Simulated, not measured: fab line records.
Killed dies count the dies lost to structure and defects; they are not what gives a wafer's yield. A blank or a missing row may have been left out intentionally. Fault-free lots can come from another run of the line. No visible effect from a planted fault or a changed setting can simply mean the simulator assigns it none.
A single fault, viewed from 2 desks	flow sky130	only its own numbers are on each desk; what lay behind them is given at the end

== THE METROLOGY DESK ==
Lot by lot, what the gauges showed, no matter which tool ran the lot: averages of those sampled wafers that carry a number. The brackets show how far a lot's mean lies from the usual mean; more than 4 standard deviations puts the lot out of limits, marked OUT.
Columns: A = LI_CONTACT_W_RS at SKY_LI_CONTACT_RS_MEAS_22, usual 0.282 ohm/sq; B = LI_CONTACT_W_THK at SKY_LI_CONTACT_THK_MEAS_23, usual 411 nm; C = LOCAL_INTERCONNECT_TIN_RS at SKY_LOCAL_INTERCONNECT_RS_MEAS_01, usual 14.12 ohm/sq; D = LOCAL_INTERCONNECT_TIN_THK at SKY_LOCAL_INTERCONNECT_THK_MEAS_02, usual 100.9 nm; E = cd nm at SKY_LOCAL_INTERCONNECT_CD_MEAS_11, usual 169.5 nm; F = LOCAL_INTERCONNECT_OVL at SKY_LOCAL_INTERCONNECT_OVL_MEAS_12, usual 2 nm
lot	first seen here	A	B	C	D	E	F
L908	day 33 13:53	0.283	419	14.20	100.2	167.4	3
L910	day 34 01:37	0.283	406	14.21	100.4	169.7	2
L914	day 35 06:24	0.282	412	14.06	101.6	169.7	5
L916	day 35 16:26	0.280	419	14.00	101.8	171.4	3
L918	day 36 07:39	0.281	410	14.10	101.6	168.1	-3
L919	day 36 11:59	0.284	406	14.14	101.1	171.2	-4
This desk's verdict: no lot among the 6 shows anything out of limits.

== DESK OF THE TOOL OWNER: litho track-01 ==
The tool's own readings at SKY_LOCAL_INTERCONNECT_COAT_06 (resist thk 450 nm): means of the sampled wafers that have a number, for each lot that ran on this tool. The brackets show how far a lot's mean lies from the usual mean; more than 4 standard deviations puts the lot out of limits, marked OUT.
Columns: A = spin speed rpm at SKY_LOCAL_INTERCONNECT_COAT_06, usual 3000.1 rpm
lot	first seen here	A
L908	day 34 03:00	2999.2
L916	day 36 06:00	2956.5 (-23) OUT
L918	day 36 21:00	2956.6 (-23) OUT
This desk finds L916, L918 out of limits, L916 being first, at day 36 06:00 (spin speed rpm at SKY_LOCAL_INTERCONNECT_COAT_06). L908 stayed within limits.

== PUT TOGETHER ==
At day 36 06:00, on L916, L918, the tool owner's desk was in a position to raise an alarm.
Metrology desk: nothing out of limits seen.
The metrology desk has L916, L918 on record, within its limits.
On litho track-01, each named lot ran SKY_LOCAL_INTERCONNECT_COAT_06.

== WHAT THE SIMULATOR PUT IN ==
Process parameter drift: litho track-01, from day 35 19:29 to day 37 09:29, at SKY_LOCAL_INTERCONNECT_COAT_06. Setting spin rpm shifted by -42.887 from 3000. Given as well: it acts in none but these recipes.
Struck lots among those shown: L916, L918.
Hours from the fault's start to each desk's first reading out of limits: the tool owner's desk, 11.
